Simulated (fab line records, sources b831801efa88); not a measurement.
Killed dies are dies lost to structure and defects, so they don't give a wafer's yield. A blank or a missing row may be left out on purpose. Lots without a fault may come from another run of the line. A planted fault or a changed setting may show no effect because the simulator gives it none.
Chamber matching | flow sfq_line | SFQ_TRILAYER_I3_CMP_CMP_082 on cmp-02: 4 sister chambers
The step polishes SiO2. 17 wafers are shown with their chamber, then 8 later ones without.

WAFERS WITH THEIR CHAMBER
wafer  | chamber | motor_current_A (A) | time_to_endpoint_s (s)
L625.1 | 1       | 10.3                | 214
L625.3 | 2       | 10.2                | 217
L625.6 | 2       | 10.2                | 229
L626.4 | 2       | 10.6                | 218
L626.3 | 0       | 9.2                 | 220
L626.6 | 1       | 10.0                | 220
L630.3 | 2       | 9.3                 | 212
L630.5 | 0       | 8.7                 | 225
L631.2 | 2       | 9.8                 | 210
L631.1 | 1       | 10.7                | 209
L632.3 | 1       | 10.8                | 210
L632.4 | 0       | 9.1                 | 222
L632.5 | 1       | 10.5                | 219
L638.2 | 3       | 12.3                | 218
L638.5 | 1       | 10.0                | 219
L638.6 | 0       | 8.4                 | 230
L639.3 | 1       | 10.5                | 221

SIGNATURES (means of the wafers above)
reading            | chamber 0 | chamber 1 | chamber 2 | chamber 3 | scatter within a chamber
motor_current_A    | 8.850     | 10.400    | 10.020    | 12.300    | 0.39
time_to_endpoint_s | 224.25    | 216.00    | 217.20    | 218.00    | 5.71
Rule: a wafer's distance from a chamber is the root of the sum, over the readings, of the square of ((its reading less the chamber's mean) divided by the reading's scatter). The wafer belongs to the nearest chamber; if the next one is less than 2 further off, it can't be placed. The scatter: the root of (the sum of the squares of (reading less its chamber's mean) over the shown wafers, divided by (wafers less chambers)).

WAFERS WITHOUT THEIR CHAMBER
wafer  | motor_current_A (A) | time_to_endpoint_s (s)
L639.4 | 9.0                 | 219
L639.5 | 10.5                | 222
L641.1 | 12.3                | 214
L641.5 | 8.5                 | 226
L641.6 | 10.6                | 225
L642.1 | 10.2                | 219
L642.4 | 10.2                | 231
L642.6 | 10.5                | 233

WHICH CHAMBER EACH WENT THROUGH
wafer  | from the rows above          | in truth
L639.4 | can't be placed: 0 or 2      | 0
L639.5 | can't be placed: 1 or 2      | 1
L641.1 | 3                            | 3
L641.5 | 0                            | 0
L641.6 | can't be placed: 1 or 2      | 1
L642.1 | can't be placed: 2 or 1      | 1
L642.4 | can't be placed: 2 or 1 or 0 | 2
L642.6 | can't be placed: 1 or 2 or 0 | 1
Placed correctly: 2 of 8. Can't be placed from these rows: 6 (the true chamber is among the candidates in 6). Placed wrongly: 0.
